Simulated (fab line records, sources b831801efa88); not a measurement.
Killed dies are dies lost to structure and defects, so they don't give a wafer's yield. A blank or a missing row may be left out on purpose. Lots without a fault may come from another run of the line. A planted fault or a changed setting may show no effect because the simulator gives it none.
Which tool did it? | flow sky130 | 10 lots, 30 wafers sampled, at 5 steps of a route of 708

WHAT THE GAUGES READ, wafer by wafer
SKY_METAL5_THK_MEAS_06: measures by xrf.
lot  | measured     | on            | METAL5_ALCU_THK (nm)
L862 | day 42 15:31 | film_metro-02 | 1158 1148 1156
L863 | day 42 21:10 | film_metro-02 | 1155 1146 1151
L865 | day 43 18:53 | film_metro-03 | 1351 1374 1348
L866 | day 44 01:46 | film_metro-01 | 1383 1375 1364
L867 | day 44 02:13 | film_metro-01 | 1332 1332 1351
L877 | day 46 18:32 | film_metro-02 | 1137 1136 1136
L878 | day 47 03:20 | film_metro-01 | 1156 1151 1156
L881 | day 47 18:04 | film_metro-02 | 1158 1154 1140
L884 | day 48 10:35 | film_metro-02 | 1132 1139 1141
L885 | day 48 12:44 | film_metro-02 | 1147 1167 1149

WHICH TOOL RAN EACH LOT (tool, then ch and the chambers of the sampled wafers, then the start)
lot  | SKY_METAL4_SPUTTER_02        | SKY_VIA4_ETCH_12                   | SKY_METAL5_SPUTTER_02        | SKY_METAL5_SPUTTER_04
L862 | pvd_sputter-03, day 39 10:50 | rie_diel-02 ch 2,3, day 42 13:50   | pvd_sputter-04, day 42 15:17 | pvd_sputter-04, day 42 15:21
L863 | pvd_sputter-03, day 39 16:28 | rie_diel-01 ch 0,2, day 42 19:29   | pvd_sputter-01, day 42 20:56 | pvd_sputter-01, day 42 21:00
L865 | pvd_sputter-01, day 40 14:26 | rie_diel-02 ch 0,1,3, day 43 16:53 | pvd_sputter-01, day 43 18:38 | pvd_sputter-01, day 43 18:43
L866 | pvd_sputter-03, day 40 22:11 | rie_diel-04 ch 0,3, day 44 00:02   | pvd_sputter-01, day 44 01:31 | pvd_sputter-01, day 44 01:35
L867 | pvd_sputter-01, day 40 23:25 | rie_diel-01 ch 1,2, day 44 00:30   | pvd_sputter-04, day 44 01:58 | pvd_sputter-04, day 44 02:02
L877 | pvd_sputter-04, day 43 22:21 | rie_diel-04 ch 0,1,3, day 46 16:54 | pvd_sputter-04, day 46 18:19 | pvd_sputter-04, day 46 18:23
L878 | pvd_sputter-03, day 44 07:56 | rie_diel-01 ch 1,2, day 47 01:38   | pvd_sputter-01, day 47 03:05 | pvd_sputter-01, day 47 03:10
L881 | pvd_sputter-01, day 44 23:49 | rie_diel-01 ch 1,2, day 47 15:24   | pvd_sputter-01, day 47 17:50 | pvd_sputter-01, day 47 17:53
L884 | pvd_sputter-03, day 45 18:49 | rie_diel-04 ch 0,1, day 48 08:47   | pvd_sputter-04, day 48 10:20 | pvd_sputter-04, day 48 10:25
L885 | pvd_sputter-04, day 45 20:12 | rie_diel-01 ch 1,2, day 48 11:05   | pvd_sputter-01, day 48 12:30 | pvd_sputter-01, day 48 12:34
- SKY_METAL4_SPUTTER_02: material AlCu, target thk 735 nm, time 39.1 s.
- SKY_VIA4_ETCH_12: etches SiO2 in C4F8/O2/Ar, stops on TiN, target depth 580 nm.
- SKY_METAL5_SPUTTER_02: material AlCu, target thk 1150 nm, time 61.2 s.
- SKY_METAL5_SPUTTER_04: material TiN, target thk 70 nm, time 58.3 s.

THE ANSWER, worked out from the rows above alone
Rule: what is usual is taken from the lots themselves. Put in order of their means at a reading, lots are off if they are a third of the lots or fewer, leave a main group of 4 or more, and stand apart from it by a gap of 3 or more times the standard deviation of the main group's means; of several such gaps the widest counts. A main group whose means are all the same, to the digits that the tables above print for the reading, isn't used. A lot without any number at a reading at which 4 lots or more have one is off too. The other lots that the step has rows for count as sound.
Off: L865, L866, L867, at SKY_METAL5_THK_MEAS_06 (METAL5_ALCU_THK). The main group: mean 1148 nm, standard deviation 7.4.
A tool fits if, at a process step before that reading, it ran every lot that is off, and no sound lot after the first of them. The gauges at SKY_METAL5_THK_MEAS_06 are tried like those tools. None of those tried fits.

WHAT THE SIMULATOR HAD PUT IN
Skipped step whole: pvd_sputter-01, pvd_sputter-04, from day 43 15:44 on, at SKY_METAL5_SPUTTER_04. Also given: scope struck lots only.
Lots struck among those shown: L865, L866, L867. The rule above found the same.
